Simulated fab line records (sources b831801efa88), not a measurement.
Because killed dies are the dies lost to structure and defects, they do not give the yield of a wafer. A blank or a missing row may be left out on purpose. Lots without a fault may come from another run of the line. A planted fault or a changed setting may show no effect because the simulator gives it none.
Struck lot and sound lot, side by side    flow sky130    16 out of 708 route steps
Sound: these wafers, L750.3, L750.4, L750.6. Struck: wafers L749.2, L749.3, L749.6. At the end, the cause is stated.
Order at every step that has rows: each side's tool, ch and its chambers, its first start. Under that, the readings that differ: sound wafers    struck wafers    difference of the means    sigmas: that difference in standard deviations of wafers without a fault.
alike: a reading whose means differ by less than 2 such deviations, as well as words and numbers matching on both sides. not compared: withheld readings; readings where some wafer has no value; bounds like >300 that might hide an equal value; numbers whose values overlap and for which the record gives no deviation.
The two part at a step that has a row with sigmas, a row that says differs or no value, or rows on one side only. Numbers that don't overlap but have no deviation are shown without sigmas and don't part them. A reading that every wafer of one side lacks parts them only if that side has two wafers or more.

first, 8 steps without rows for these wafers: SKY_POLY_GATE_DEHYDRATE_05 (time 60 s); SKY_POLY_GATE_HMDS_06 (prime time 60 s); SKY_POLY_GATE_COAT_07 (resist thk 110 nm); SKY_POLY_GATE_COAT_08 (resist thk 450 nm); SKY_POLY_GATE_SOFTBAKE_09 (time 90 s); SKY_POLY_GATE_EXPOSE_10 (exposes mask P1M, target cd 150 nm); SKY_POLY_GATE_PEB_11; SKY_POLY_GATE_DEVELOP_12 (develop time 60 s).
SKY_POLY_GATE_CD_MEAS_13: the cd target is 150 nm.
  sound on cd_sem-01 at day 21 08:03; struck on cd_sem-01 at day 21 08:23
  alike: cd_nm
SKY_POLY_GATE_OVL_MEAS_14:
  sound on overlay-02 at day 21 08:08; struck on overlay-02 at day 21 08:29
  alike: POLY_GATE_OVL
SKY_POLY_GATE_ETCH_15: etches BARC in N2/H2, stops on SiO2, time 118.5 s, target depth 110 nm.
  sound on rie_diel-02 ch 2,3, day 21 08:10; struck on rie_diel-03 ch 1,2,3, day 21 08:31
  alike: bias_w, chamber_pressure_mTorr, drypump_motor_current_A, oes_product_au, throttle_valve_pct
  not compared: rf_hours_counter_h
SKY_POLY_GATE_ETCH_16: etches Si3N4 in CH3F/O2, stops on poly-Si, time 147.5 s, target depth 75 nm.
  sound on rie_diel-02 ch 2,3, day 21 08:14; struck on rie_diel-03 ch 1,2,3, day 21 08:35
  alike: O2_flow_sccm, bias_w, drypump_motor_current_A, oes_product_au, throttle_valve_pct
  not compared: rf_hours_counter_h
SKY_POLY_GATE_ETCH_17: etches poly-Si in HBr/Cl2, stops on SiO2, target depth 180 nm, time 70.5 s.
  sound on rie_si-02 ch 1,2,3, day 21 08:20; struck on rie_si-02 ch 0,2, day 21 08:41
  no value came back on the struck wafers for any of 7 readings (HBr_flow_sccm (sccm), bias_w (W) and others); on the sound wafers HBr_flow_sccm (sccm) reads 149.3 150.1 150.5
reading                                           sound              struck             difference  sigmas
model.KrF-thick_of_POLY_GATE_COAT_08.thk_nm (nm)  139.9 137.5 138.2  232.6 233.9 231.1  +94.0       
  not compared: rf_hours_counter_h
SKY_POLY_GATE_STRIP_18: strips in O2/N2.
  sound on plasma_asher-03 ch 0,1, day 21 08:26; struck on plasma_asher-03 ch 0,1, day 21 08:45
reading                       sound              struck             difference  sigmas
oes_product_au (a.u.)         0.357 0.359 0.362  0.406 0.404 0.400  +0.044      +11
strip_time_to_endpoint_s (s)  3.16 3.14 3.15     4.17 4.19 4.16     +1.02       +26
  alike: drypump_motor_current_A
  not compared: rf_hours_counter_h
then, 1 step without rows for these wafers: SKY_POLY_GATE_CLEAN_19 (cleans in SC1/SC2, time 150 s).
-- the record jumps here: 28 days lie between the struck wafers' starts before and after (it left off in module POLY_GATE and takes up again in module PAD_OPEN, whose first step shown is number 708 of the route) --
SKY_PAD_OPEN_PROBE_99:
  sound on prober-01 at day 49 03:05; struck on prober-02 at day 49 03:13
reading              sound      struck       difference  sigmas
killed_at_front_end  17 14 11   409 429 414  +403        +99 or more
killed_at_other      2 0 1      0 0 0        -1          -2
killed_dies          109 93 94  492 492 492  +393        +45
killed_on_rim        25 17 26   96 96 96     +73         +18
  alike: killed_at_M0_to_M3, killed_at_M4_up, killed_at_contacts, killed_open, killed_short

== WHERE THEY PART ==
At SKY_POLY_GATE_ETCH_17 first; at SKY_PAD_OPEN_PROBE_99 last (within this record only).

WHY: what had been put in by the simulator
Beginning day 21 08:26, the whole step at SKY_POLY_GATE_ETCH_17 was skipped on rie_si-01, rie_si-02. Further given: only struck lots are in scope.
